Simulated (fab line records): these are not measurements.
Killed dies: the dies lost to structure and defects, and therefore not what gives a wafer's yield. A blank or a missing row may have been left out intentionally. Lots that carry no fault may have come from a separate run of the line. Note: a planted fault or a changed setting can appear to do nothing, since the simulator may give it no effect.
fab line records	flow sky130
record: lots: 24	wafers: 72	lastDay: 51
route steps=708 shown LI_CONTACT@381 CONTACT@407 METAL1@437
lots that met no fault: taken from a fault-free run of the same line
startH: hours from the record's first day to the start of the lot's first wafer shown	waitH: how many hours have passed since the lot's step before this one	" unchanged from the row above	L1.1+2: a single row standing in for several wafers	- value missing, or start not given	* or withheld: withheld	< > ~ a bound
route shown NAME@n: names a module that has steps shown in the file, with the first one's number in the route	usual: average and standard deviation across the fault-free wafers	same: alike in all rows	chamber/n: place in a boat	sites: readings site by site	_std_site: standard deviation across them	_edge_site: the outer-site mean with the inner-site mean subtracted	radiusMm: how far each site lies from the wafer's centre	mask NAME#n: copy n	behind: the most recent tool/chamber to have shaped the wafer	hold: reason for holding the lot/hours on hold/outcome of the hold	device: whichever transistor did not switch (one of n, p or np)	end of line: tests of these same wafers at the route's end	a step given without rows: its recipe and nothing more	killed: at the first sort, the dies lost to defects and structure; wafer yield is something else	map: a wafer's dies, x killed, . not, _ none there
set.NAME: the run value of the setting; set.NAME@STEP: its run value at that earlier step	model.NAME: the simulator's own value behind a step, which no gauge read
steps of the route over a sample of lots; a table a step, a row a wafer
services: a tool's chamber out of use, with start hour (startH, from the record's first day; less than 0 if before it), hours out, and reason
== steps ==
step: SKY_LI_CONTACT_SPUTTER_19
recipe: material: Ti	targetThkNm: 20	chamberPressurePa: 5	powerW: 2500	substrateTempC: 200	timeS: 106.37
usual: throttleValvePct: 30.4/0.97
lot.wafer	tool	chamber	startH	waitH	throttleValvePct
L074.1	pvdSputter-02	-	719.13	0.0	31.1
L074.2	"	-	"	"	30.2
L074.3	"	-	"	"	29.8
L075.1	pvdSputter-02	-	723.76	0.0	29.9
L075.3	"	-	"	"	30.3
L075.4	"	-	"	"	32.1
L076.1	pvdSputter-01	-	726.22	0.0	28.1
L076.2	"	-	"	"	29.8
L076.4	"	-	"	"	30.3
L077.1	pvdSputter-04	-	753.31	0.0	30.4
L077.2	"	-	"	"	30.7
L077.5	"	-	"	"	30.7
L078.4	pvdSputter-01	-	755.20	0.0	30.3
L078.5	"	-	"	"	30.3
L078.6	"	-	"	"	30.8
L079.2	pvdSputter-04	-	758.20	0.0	31.1
L079.3	"	-	"	"	30.6
L079.6	"	-	"	"	30.7
L080.1	pvdSputter-02	-	761.66	0.0	30.2
L080.2	"	-	"	"	31.0
L080.6	"	-	"	"	30.6
L081.2	pvdSputter-04	-	778.71	0.0	30.8
L081.3	"	-	"	"	30.7
L081.5	"	-	"	"	30.6
L082.1	pvdSputter-02	-	783.70	0.0	30.2
L082.3	"	-	"	"	31.8
L082.6	"	-	"	"	30.9
L083.2	pvdSputter-01	-	786.28	0.0	30.7
L083.4	"	-	"	"	27.7
L083.6	"	-	"	"	27.9
L084.1	pvdSputter-04	-	799.16	0.0	30.3
L084.2	"	-	"	"	31.0
L084.5	"	-	"	"	30.4
L085.2	pvdSputter-01	-	807.59	0.0	30.3
L085.4	"	-	"	"	27.9
L085.5	"	-	"	"	31.1
L086.2	pvdSputter-02	-	814.66	0.0	32.1
L086.3	"	-	"	"	29.9
L086.6	"	-	"	"	29.9
L088.3	pvdSputter-02	-	820.83	0.0	30.0
L088.4	"	-	"	"	32.0
L088.6	"	-	"	"	30.2
L087.3	pvdSputter-01	-	826.26	0.0	30.2
L087.4	"	-	"	"	27.7
L087.6	"	-	"	"	28.0
L089.1	pvdSputter-02	-	827.86	0.0	32.1
L089.5	"	-	"	"	32.0
L089.6	"	-	"	"	30.1
L090.1	pvdSputter-01	-	838.78	0.0	27.9
L090.4	"	-	"	"	29.9
L090.5	"	-	"	"	29.8
L091.2	pvdSputter-02	-	842.53	0.0	29.8
L091.3	"	-	"	"	31.1
L091.6	"	-	"	"	30.1
L092.1	pvdSputter-01	-	847.14	0.0	30.2
L092.3	"	-	"	"	29.8
L092.4	"	-	"	"	27.9
L093.2	pvdSputter-04	-	854.60	0.0	30.9
L093.3	"	-	"	"	30.8
L093.4	"	-	"	"	30.6
L094.1	pvdSputter-02	-	860.22	0.0	31.9
L094.2	"	-	"	"	31.2
L094.6	"	-	"	"	30.7
L095.1	pvdSputter-02	-	871.79	0.0	32.0
L095.2	"	-	"	"	29.8
L095.4	"	-	"	"	30.7
L096.2	pvdSputter-02	-	876.23	0.0	29.9
L096.3	"	-	"	"	30.8
L096.6	"	-	"	"	31.9
L097.1	pvdSputter-01	-	882.26	0.0	29.6
L097.2	"	-	"	"	28.2
L097.3	"	-	"	"	30.8
step: SKY_CONTACT_THK_MEAS_01
recipe: reads: Si3N4_of_CONTACT_CVD_00
usual: CONTACT_CVD_00_THK: 75.1/1.1
lot.wafer	tool	chamber	startH	waitH	CONTACT_CVD_00_THK[nm]
L074.1	filmMetro-01	-	747.72	-	73.9
L074.2	"	-	"	"	74.5
L074.3	"	-	"	"	74.4
L075.1	filmMetro-01	-	753.90	-	74.7
L075.3	"	-	"	"	74.6
L075.4	"	-	"	"	74.8
L076.1	filmMetro-01	-	756.67	-	74.4
L076.2	"	-	"	"	75.0
L076.4	"	-	"	"	75.1
L077.1	filmMetro-02	-	782.08	-	74.4
L077.2	"	-	"	"	74.2
L077.5	"	-	"	"	75.7
L078.4	filmMetro-01	-	784.92	-	75.8
L078.5	"	-	"	"	76.0
L078.6	"	-	"	"	74.9
L079.2	filmMetro-03	-	787.79	-	77.4
L079.3	"	-	"	"	77.4
L079.6	"	-	"	"	78.4
L080.1	filmMetro-02	-	790.91	-	74.0
L080.2	"	-	"	"	74.1
L080.6	"	-	"	"	75.0
L081.2	filmMetro-02	-	806.95	-	76.4
L081.3	"	-	"	"	75.9
L081.5	"	-	"	"	76.5
L082.1	filmMetro-01	-	812.84	-	73.9
L082.3	"	-	"	"	73.6
L082.6	"	-	"	"	76.4
L083.2	filmMetro-02	-	814.82	-	73.2
L083.4	"	-	"	"	74.0
L083.6	"	-	"	"	74.7
L084.1	filmMetro-02	-	827.41	-	74.4
L084.2	"	-	"	"	73.7
L084.5	"	-	"	"	75.5
L085.2	filmMetro-01	-	836.49	-	75.2
L085.4	"	-	"	"	78.1
L085.5	"	-	"	"	76.4
L086.2	filmMetro-02	-	844.28	-	74.1
L086.3	"	-	"	"	75.8
L086.6	"	-	"	"	75.6
L088.3	filmMetro-02	-	848.82	-	74.5
L088.4	"	-	"	"	76.0
L088.6	"	-	"	"	75.9
L087.3	filmMetro-03	-	854.87	-	73.8
L087.4	"	-	"	"	75.3
L087.6	"	-	"	"	75.1
L089.1	filmMetro-03	-	856.64	-	75.0
L089.5	"	-	"	"	76.2
L089.6	"	-	"	"	75.9
L090.1	filmMetro-03	-	867.45	-	75.4
L090.4	"	-	"	"	76.2
L090.5	"	-	"	"	76.8
L091.2	filmMetro-03	-	871.10	-	74.5
L091.3	"	-	"	"	74.7
L091.6	"	-	"	"	74.5
L092.1	filmMetro-01	-	876.49	-	73.4
L092.3	"	-	"	"	73.8
L092.4	"	-	"	"	74.4
L093.2	filmMetro-02	-	883.49	-	74.9
L093.3	"	-	"	"	73.9
L093.4	"	-	"	"	75.6
L094.1	filmMetro-01	-	888.80	-	74.0
L094.2	"	-	"	"	73.7
L094.6	"	-	"	"	74.6
L095.1	filmMetro-01	-	900.70	-	74.6
L095.2	"	-	"	"	74.1
L095.4	"	-	"	"	76.1
L096.2	filmMetro-03	-	904.76	-	74.1
L096.3	"	-	"	"	73.4
L096.6	"	-	"	"	73.7
L097.1	filmMetro-02	-	911.09	-	74.6
L097.2	"	-	"	"	73.6
L097.3	"	-	"	"	74.2
step: SKY_CONTACT_OVL_MEAS_15
usual: CONTACT_OVL: -3/5.2
lot.wafer	tool	chamber	startH	waitH	CONTACT_OVL[nm]
L074.1	overlay-01	-	774.98	0.1	-2
L074.2	"	-	"	"	-7
L074.3	"	-	"	"	7
L075.1	overlay-02	-	781.22	0.1	-3
L075.3	"	-	"	"	0
L075.4	"	-	"	"	-4
L076.1	overlay-01	-	784.88	0.1	0
L076.2	"	-	"	"	0
L076.4	"	-	"	"	7
L077.1	overlay-01	-	809.17	0.1	-3
L077.2	"	-	"	"	-5
L077.5	"	-	"	"	-2
L078.4	overlay-02	-	812.54	0.1	-9
L078.5	"	-	"	"	-5
L078.6	"	-	"	"	-12
L079.2	overlay-01	-	815.78	0.1	-2
L079.3	"	-	"	"	-9
L079.6	"	-	"	"	-2
L080.1	overlay-01	-	818.02	0.1	3
L080.2	"	-	"	"	1
L080.6	"	-	"	"	2
L081.2	overlay-01	-	834.18	0.1	0
L081.3	"	-	"	"	1
L081.5	"	-	"	"	-6
L082.1	overlay-02	-	840.57	0.1	0
L082.3	"	-	"	"	1
L082.6	"	-	"	"	-1
L083.2	overlay-02	-	842.78	0.1	-3
L083.4	"	-	"	"	-5
L083.6	"	-	"	"	-3
L084.1	overlay-02	-	855.22	0.1	-3
L084.2	"	-	"	"	-4
L084.5	"	-	"	"	-14
L085.2	overlay-01	-	863.93	0.1	-1
L085.4	"	-	"	"	0
L085.5	"	-	"	"	-5
L086.2	overlay-02	-	872.15	0.1	-10
L086.3	"	-	"	"	-7
L086.6	"	-	"	"	0
L088.3	overlay-02	-	876.49	0.1	-12
L088.4	"	-	"	"	-9
L088.6	"	-	"	"	-12
L087.3	overlay-02	-	881.53	0.1	12
L087.4	"	-	"	"	5
L087.6	"	-	"	"	4
L089.1	overlay-01	-	883.53	0.1	0
L089.5	"	-	"	"	-4
L089.6	"	-	"	"	-7
L090.1	overlay-01	-	894.88	0.1	0
L090.4	"	-	"	"	-11
L090.5	"	-	"	"	-7
L091.2	overlay-01	-	898.18	0.1	-4
L091.3	"	-	"	"	3
L091.6	"	-	"	"	-2
L092.1	overlay-02	-	903.57	0.1	-5
L092.3	"	-	"	"	2
L092.4	"	-	"	"	4
L093.2	overlay-02	-	910.33	0.1	-1
L093.3	"	-	"	"	-3
L093.4	"	-	"	"	8
L094.1	overlay-01	-	915.52	0.1	-3
L094.2	"	-	"	"	-8
L094.6	"	-	"	"	-9
L095.1	overlay-01	-	927.38	0.1	-7
L095.2	"	-	"	"	4
L095.4	"	-	"	"	-4
L096.2	overlay-01	-	931.63	0.1	-15
L096.3	"	-	"	"	-6
L096.6	"	-	"	"	-9
L097.1	overlay-02	-	937.52	0.1	0
L097.2	"	-	"	"	-10
L097.3	"	-	"	"	3
step: SKY_METAL1_SPUTTER_03
recipe: material: Ti	targetThkNm: 5	powerW: 3000	timeS: 3.3	chamberPressurePa: 0.4
usual: throttleValvePct: 30.2/1.1
lot.wafer	tool	chamber	startH	waitH	throttleValvePct
L074.1	pvdSputter-03	-	776.46	0.0	29.6
L074.2	"	-	"	"	30.6
L074.3	"	-	"	"	31.8
L075.1	pvdSputter-01	-	782.94	0.0	27.8
L075.3	"	-	"	"	31.2
L075.4	"	-	"	"	30.4
L076.1	pvdSputter-02	-	786.37	0.0	30.0
L076.2	"	-	"	"	32.0
L076.4	"	-	"	"	30.2
L077.1	pvdSputter-01	-	810.98	0.0	29.8
L077.2	"	-	"	"	30.3
L077.5	"	-	"	"	31.0
L078.4	pvdSputter-03	-	814.29	0.0	29.6
L078.5	"	-	"	"	31.8
L078.6	"	-	"	"	30.6
L079.2	pvdSputter-02	-	817.41	0.0	29.7
L079.3	"	-	"	"	30.8
L079.6	"	-	"	"	30.2
L080.1	pvdSputter-02	-	819.50	0.0	30.3
L080.2	"	-	"	"	29.9
L080.6	"	-	"	"	30.2
L081.2	pvdSputter-01	-	835.70	0.0	27.8
L081.3	"	-	"	"	31.1
L081.5	"	-	"	"	28.0
L082.1	pvdSputter-01	-	842.08	0.0	30.3
L082.3	"	-	"	"	29.7
L082.6	"	-	"	"	30.0
L083.2	pvdSputter-01	-	844.41	0.0	29.9
L083.4	"	-	"	"	30.8
L083.6	"	-	"	"	27.7
L084.1	pvdSputter-01	-	856.88	0.0	30.0
L084.2	"	-	"	"	30.2
L084.5	"	-	"	"	27.9
L085.2	pvdSputter-01	-	865.47	0.0	29.9
L085.4	"	-	"	"	30.9
L085.5	"	-	"	"	27.9
L086.2	pvdSputter-03	-	874.03	0.0	32.0
L086.3	"	-	"	"	29.5
L086.6	"	-	"	"	29.6
L088.3	pvdSputter-02	-	877.97	0.0	29.9
L088.4	"	-	"	"	31.9
L088.6	"	-	"	"	29.7
L087.3	pvdSputter-02	-	883.03	0.0	32.0
L087.4	"	-	"	"	30.3
L087.6	"	-	"	"	32.1
L089.1	pvdSputter-03	-	885.02	0.0	31.7
L089.5	"	-	"	"	29.6
L089.6	"	-	"	"	31.9
L090.1	pvdSputter-03	-	896.36	0.0	31.9
L090.4	"	-	"	"	30.1
L090.5	"	-	"	"	29.8
L091.2	pvdSputter-02	-	899.66	0.0	30.8
L091.3	"	-	"	"	30.0
L091.6	"	-	"	"	30.1
L092.1	pvdSputter-03	-	905.06	0.0	29.4
L092.3	"	-	"	"	31.8
L092.4	"	-	"	"	30.4
L093.2	pvdSputter-03	-	911.81	0.0	30.4
L093.3	"	-	"	"	31.7
L093.4	"	-	"	"	30.4
L094.1	pvdSputter-03	-	917.05	0.0	30.2
L094.2	"	-	"	"	29.5
L094.6	"	-	"	"	29.8
L095.1	pvdSputter-03	-	928.86	0.0	29.4
L095.2	"	-	"	"	29.6
L095.4	"	-	"	"	30.6
L096.2	pvdSputter-01	-	933.14	0.0	30.9
L096.3	"	-	"	"	30.1
L096.6	"	-	"	"	29.8
L097.1	pvdSputter-01	-	939.00	0.0	30.2
L097.2	"	-	"	"	30.8
L097.3	"	-	"	"	29.9
step: SKY_METAL1_CD_MEAS_15
recipe: targetCdNm: 140
usual: cdNm: 140.4/1.5
lot.wafer	tool	chamber	startH	waitH	cdNm
L074.1	cdSem-01	-	802.66	-	140.8
L074.2	"	-	"	"	140.7
L074.3	"	-	"	"	140.0
L075.1	cdSem-01	-	809.76	-	139.8
L075.3	"	-	"	"	138.7
L075.4	"	-	"	"	141.9
L076.1	cdSem-01	-	813.20	-	139.7
L076.2	"	-	"	"	139.0
L076.4	"	-	"	"	137.3
L077.1	cdSem-01	-	838.40	-	139.7
L077.2	"	-	"	"	140.0
L077.5	"	-	"	"	142.2
L078.4	cdSem-02	-	841.66	-	141.5
L078.5	"	-	"	"	140.2
L078.6	"	-	"	"	141.4
L079.2	cdSem-02	-	844.07	-	139.5
L079.3	"	-	"	"	140.9
L079.6	"	-	"	"	140.1
L080.1	cdSem-02	-	846.48	-	136.6
L080.2	"	-	"	"	138.6
L080.6	"	-	"	"	137.5
L081.2	cdSem-02	-	862.33	-	140.5
L081.3	"	-	"	"	140.6
L081.5	"	-	"	"	141.7
L082.1	cdSem-01	-	868.98	-	142.0
L082.3	"	-	"	"	141.3
L082.6	"	-	"	"	140.9
L083.2	cdSem-02	-	871.70	-	138.3
L083.4	"	-	"	"	139.8
L083.6	"	-	"	"	140.4
L084.1	cdSem-02	-	883.75	-	139.8
L084.2	"	-	"	"	139.8
L084.5	"	-	"	"	138.0
L085.2	cdSem-01	-	892.67	-	139.8
L085.4	"	-	"	"	139.2
L085.5	"	-	"	"	140.0
L086.2	cdSem-02	-	901.05	-	140.2
L086.3	"	-	"	"	139.8
L086.6	"	-	"	"	141.6
L088.3	cdSem-02	-	904.95	-	139.2
L088.4	"	-	"	"	140.4
L088.6	"	-	"	"	140.6
L087.3	cdSem-02	-	909.54	-	140.5
L087.4	"	-	"	"	140.5
L087.6	"	-	"	"	139.8
L089.1	cdSem-02	-	911.95	-	139.6
L089.5	"	-	"	"	139.1
L089.6	"	-	"	"	140.9
L090.1	cdSem-02	-	922.19	-	138.2
L090.4	"	-	"	"	139.2
L090.5	"	-	"	"	139.2
L091.2	cdSem-01	-	925.82	-	145.2
L091.3	"	-	"	"	143.0
L091.6	"	-	"	"	143.9
L092.1	cdSem-02	-	931.14	-	139.0
L092.3	"	-	"	"	138.3
L092.4	"	-	"	"	138.4
L093.2	cdSem-01	-	938.31	-	141.6
L093.3	"	-	"	"	141.1
L093.4	"	-	"	"	141.5
L094.1	cdSem-01	-	943.19	-	142.2
L094.2	"	-	"	"	142.1
L094.6	"	-	"	"	144.1
L095.1	cdSem-02	-	954.05	-	141.2
L095.2	"	-	"	"	141.4
L095.4	"	-	"	"	140.5
L096.2	cdSem-01	-	958.96	-	140.8
L096.3	"	-	"	"	141.1
L096.6	"	-	"	"	141.0
L097.1	cdSem-02	-	964.15	-	139.3
L097.2	"	-	"	"	139.2
L097.3	"	-	"	"	138.4
step: SKY_METAL1_OVL_MEAS_16
usual: METAL1_OVL: 2/5.4
lot.wafer	tool	chamber	startH	waitH	METAL1_OVL[nm]
L074.1	overlay-02	-	802.78	0.1	6
L074.2	"	-	"	"	0
L074.3	"	-	"	"	4
L075.1	overlay-01	-	809.88	0.1	1
L075.3	"	-	"	"	1
L075.4	"	-	"	"	5
L076.1	overlay-02	-	813.32	0.1	2
L076.2	"	-	"	"	-3
L076.4	"	-	"	"	-2
L077.1	overlay-02	-	838.52	0.1	4
L077.2	"	-	"	"	4
L077.5	"	-	"	"	-3
L078.4	overlay-01	-	841.74	0.1	2
L078.5	"	-	"	"	2
L078.6	"	-	"	"	-2
L079.2	overlay-01	-	844.18	0.1	-1
L079.3	"	-	"	"	0
L079.6	"	-	"	"	-3
L080.1	overlay-01	-	846.60	0.1	3
L080.2	"	-	"	"	-8
L080.6	"	-	"	"	2
L081.2	overlay-01	-	862.43	0.1	-11
L081.3	"	-	"	"	-3
L081.5	"	-	"	"	-14
L082.1	overlay-01	-	869.10	0.1	2
L082.3	"	-	"	"	0
L082.6	"	-	"	"	-2
L083.2	overlay-02	-	871.81	0.1	-1
L083.4	"	-	"	"	1
L083.6	"	-	"	"	6
L084.1	overlay-01	-	883.87	0.1	6
L084.2	"	-	"	"	10
L084.5	"	-	"	"	10
L085.2	overlay-02	-	892.78	0.1	-2
L085.4	"	-	"	"	-1
L085.5	"	-	"	"	2
L086.2	overlay-02	-	901.16	0.1	8
L086.3	"	-	"	"	14
L086.6	"	-	"	"	5
L088.3	overlay-01	-	905.04	0.1	-2
L088.4	"	-	"	"	2
L088.6	"	-	"	"	-1
L087.3	overlay-02	-	909.63	0.1	6
L087.4	"	-	"	"	3
L087.6	"	-	"	"	12
L089.1	overlay-02	-	912.07	0.1	4
L089.5	"	-	"	"	9
L089.6	"	-	"	"	6
L090.1	overlay-01	-	922.31	0.1	4
L090.4	"	-	"	"	0
L090.5	"	-	"	"	2
L091.2	overlay-02	-	925.93	0.1	1
L091.3	"	-	"	"	0
L091.6	"	-	"	"	-1
L092.1	overlay-01	-	931.26	0.1	4
L092.3	"	-	"	"	7
L092.4	"	-	"	"	5
L093.2	overlay-02	-	938.41	0.1	10
L093.3	"	-	"	"	7
L093.4	"	-	"	"	7
L094.1	overlay-01	-	943.31	0.1	8
L094.2	"	-	"	"	1
L094.6	"	-	"	"	11
L095.1	overlay-02	-	954.17	0.1	0
L095.2	"	-	"	"	-5
L095.4	"	-	"	"	3
L096.2	overlay-02	-	959.06	0.1	3
L096.3	"	-	"	"	2
L096.6	"	-	"	"	-6
L097.1	overlay-01	-	964.27	0.1	4
L097.2	"	-	"	"	3
L097.3	"	-	"	"	2
== services ==
tool	chamber	startH	hours	kind
pvdSputter-02	-	720.08	1.8	repair
pvdSputter-04	-	735.20	3.4	repair
pvdSputter-01	-	742.85	5.2	repair
pvdSputter-01	-	756.06	6.8	repair
pvdSputter-03	1	757.32	-	consumableReplace:kit
pvdSputter-03	1	757.32	18.0	scheduledDown
pvdSputter-03	1	757.32	18.0	ventCycle
pvdSputter-01	1	787.27	-	consumableReplace:kit
pvdSputter-01	1	787.27	18.0	scheduledDown
pvdSputter-01	1	787.27	18.0	ventCycle
pvdSputter-03	-	802.62	2.4	repair
pvdSputter-03	-	818.45	7.7	repair
pvdSputter-02	3	832.59	-	consumableReplace:kit
pvdSputter-02	3	832.59	18.0	scheduledDown
pvdSputter-02	3	832.59	18.0	ventCycle
pvdSputter-02	-	863.09	2.9	repair
pvdSputter-03	-	869.40	3.0	repair
pvdSputter-03	0	899.38	-	consumableReplace:kit
pvdSputter-03	0	899.38	18.0	scheduledDown
pvdSputter-03	0	899.38	18.0	ventCycle
== key ==
fault none
